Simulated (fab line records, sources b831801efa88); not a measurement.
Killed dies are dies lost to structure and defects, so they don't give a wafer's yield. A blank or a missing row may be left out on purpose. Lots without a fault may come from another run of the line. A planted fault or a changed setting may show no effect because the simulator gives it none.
One fault seen from 2 desks | flow gf180mcu | each desk has only its own numbers; what lay behind them comes last

THE METROLOGY DESK
What the gauges read, lot by lot, whatever tool the lot ran on: means of the sampled wafers that have a number. A lot is out of limits, marked OUT, if its mean lies more than 4 standard deviations from the usual mean; the brackets give that distance. Of its 10 readings 7 are shown: those that lie furthest out on some lot.
Columns: A = V1_W_RS at GF_V1_RS_MEAS_24, usual 0.329 ohm/sq; B = V1_W_THK at GF_V1_THK_MEAS_25, usual 344 nm; C = M2_ALCU_RS at GF_M2_RS_MEAS_05, usual 0.0692 ohm/sq; D = cd_nm at GF_M2_CD_MEAS_14, usual 280.5 nm; E = V2_CVD_00_THK at GF_V2_THK_MEAS_01, usual 597 nm; F = V2_CVD_02_THK at GF_V2_THK_MEAS_03, usual 849 nm; G = V2_BOW at GF_V2_BOW_MEAS_05, usual 100 um
lot  | first seen here | A     | B   | C      | D     | E   | F   | G
L905 | day 17 22:57    | 0.328 | 348 | 0.0689 | 280.8 | 600 | 846 | 110
L910 | day 20 01:21    | 0.334 | 341 | 0.0699 | 279.8 | 598 | 869 | 97
L914 | day 22 13:16    | 0.329 | 352 | 0.0692 | 281.3 | 600 | 839 | 101
L917 | day 22 22:39    | 0.326 | 342 | 0.0700 | 283.7 | 582 | 848 | 100
L924 | day 25 01:07    | 0.327 | 344 | 0.0703 | 280.8 | 596 | 836 | 92
L925 | day 25 08:43    | 0.329 | 346 | 0.0698 | 279.6 | 595 | 851 | 94
This desk's finding: nothing out of limits on any of the 6 lots.

THE TOOL OWNER'S DESK: pvd_sputter-03
The tool's own readings at GF_M2_SPUTTER_01 (material TiN, target thk 30 nm, time 25 s): means of the sampled wafers that have a number, for each lot that ran on this tool. A lot is out of limits, marked OUT, if its mean lies more than 4 standard deviations from the usual mean; the brackets give that distance.
Columns: A = throttle_valve_pct at GF_M2_SPUTTER_01, usual 29.2 %
lot  | first seen here | A
L910 | day 20 01:53    | 29.1
L924 | day 25 01:39    | 29.3
L925 | day 25 09:15    | 29.1
This desk's finding: nothing out of limits on any of the 3 lots.

PUT TOGETHER
The metrology desk saw nothing out of limits.
The tool owner's desk saw nothing out of limits.

WHAT THE SIMULATOR HAD PUT IN
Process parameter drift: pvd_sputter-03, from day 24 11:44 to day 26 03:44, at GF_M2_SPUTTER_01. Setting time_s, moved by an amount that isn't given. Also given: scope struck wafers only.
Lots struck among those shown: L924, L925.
